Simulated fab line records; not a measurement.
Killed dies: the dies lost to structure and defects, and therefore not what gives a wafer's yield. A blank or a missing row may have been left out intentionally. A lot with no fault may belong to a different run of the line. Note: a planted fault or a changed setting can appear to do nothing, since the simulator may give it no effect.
Which of the tools did it?    flow sky130    14 lots, 42 wafers sampled, at 3 steps of a route of 708

## WHAT THE GAUGES SHOWED, per wafer
SKY_CONTACT_THK_MEAS_03. Usual: for CONTACT_HDPCVD_THK the level is 566 nm and the standard deviation is 6.1.
lot   measured      on             CONTACT_HDPCVD_THK (nm)  flag
L838  day 31 10:49  film metro-01  564 560 574              
L839  day 31 14:19  film metro-01  558 556 564              
L840  day 31 20:19  film metro-01  578 559 568              
L841  day 32 07:40  film metro-01  561 556 571              
L842  day 32 12:28  film metro-03  564 573 560              
L843  day 32 17:07  film metro-03  558 557 569              
L844  day 32 21:36  film metro-02  558 559 563              
L848  day 34 01:47  film metro-01  578 570 574              
L849  day 34 14:56  film metro-01  559 562 570              
L851  day 35 00:07  film metro-01  575 567 574              
L852  day 35 18:23  film metro-03  569 553 563              
L855  day 36 08:37  film metro-01  569 569 575              
L858  day 37 05:39  film metro-03  573 565 566              
L859  day 37 16:35  film metro-03  578 554 573              

SKY_CONTACT_BOW_MEAS_05. Usual: for CONTACT_BOW the level is 82 um and the standard deviation is 7.6.
lot   measured      on             CONTACT_BOW (um)  flag
L838  day 31 11:11  film metro-03  68 79 87          
L839  day 31 14:41  film metro-02  83 83 77          
L840  day 31 20:41  film metro-01  70 80 71          
L841  day 32 08:11  film metro-02  79 80 69          
L842  day 32 12:55  film metro-03  91 85 75          
L843  day 32 17:45  film metro-02  83 83 83          
L844  day 32 21:58  film metro-02  70 79 72          
L848  day 34 02:08  film metro-03  84 89 72          
L849  day 34 15:18  film metro-03  82 85 78          
L851  day 35 00:29  film metro-01  78 71 71          
L852  day 35 18:51  film metro-01  88 87 100         
L855  day 36 08:59  film metro-03  86 78 87          
L858  day 37 06:01  film metro-01  80 96 87          
L859  day 37 16:57  film metro-02  69 79 75          

## WHICH TOOL RAN EACH LOT (tool, then ch and the chambers of the sampled wafers, then the start)
lot   SKY_CONTACT_CVD_00
L838  pecvd-01 ch 0,2, day 31 10:38
L839  pecvd-03 ch 1,2, day 31 14:08
L840  pecvd-01 ch 1,2, day 31 20:09
L841  pecvd-04 ch 0,1,2, day 32 07:31
L842  pecvd-04 ch 0,1,2, day 32 12:17
L843  pecvd-03 ch 0,1, day 32 16:56
L844  pecvd-01 ch 0,1,2, day 32 21:26
L848  pecvd-04 ch 0,1,2, day 34 01:35
L849  pecvd-03 ch 0,2, day 34 14:45
L851  pecvd-03 ch 0,2, day 34 23:56
L852  pecvd-01 ch 0,1, day 35 18:13
L855  pecvd-03 ch 0,1, day 36 08:28
L858  pecvd-03 ch 1,2, day 37 05:29
L859  pecvd-03 ch 0,1,2, day 37 16:25
- SKY_CONTACT_CVD_00: deposits Si3N4, target thk 75 nm.

## AS READ BY THE TOOLS THEMSELVES (means over the sampled wafers that have a number; for cases with no such wafer, the mark the record gives instead)
SKY_CONTACT_CVD_00. Usual: heater power w 729 W, standard deviation 96; susceptor temp C 399.98 C, standard deviation 0.22.
lot   tool      heater power w (W)  susceptor temp C (C)  flag
L838  pecvd-01  759                 400.10                
L839  pecvd-03  751                 399.96                
L840  pecvd-01  862                 399.93                
L841  pecvd-04  720                 400.16                
L842  pecvd-04  669                 400.07                
L843  pecvd-03  742                 399.85                
L844  pecvd-01  728                 399.95                
L848  pecvd-04  698                 400.06                
L849  pecvd-03  677                 399.85                
L851  pecvd-03  629                 400.08                
L852  pecvd-01  690                 400.19                
L855  pecvd-03  723                 399.86                
L858  pecvd-03  725                 400.01                
L859  pecvd-03  722                 399.95                

## THE ANSWER, worked out from the rows above alone
Rule: a lot is off if the mean of its wafers that have a number lies more than 3 standard deviations from the usual mean. A lot without any number at a reading at which 4 lots or more have one is off too. Any other lot the step has rows for is counted as sound. First the gauges in route order, then the tools' own readings, where a lot's mean is used as printed above. The first step at which some lot is off is used, and at that step the reading that is off furthest; a lot without a number counts as furthest.
None of the lots is off at any reading shown; this tells nothing.

## WHAT HAD BEEN PUT IN BY THE SIMULATOR
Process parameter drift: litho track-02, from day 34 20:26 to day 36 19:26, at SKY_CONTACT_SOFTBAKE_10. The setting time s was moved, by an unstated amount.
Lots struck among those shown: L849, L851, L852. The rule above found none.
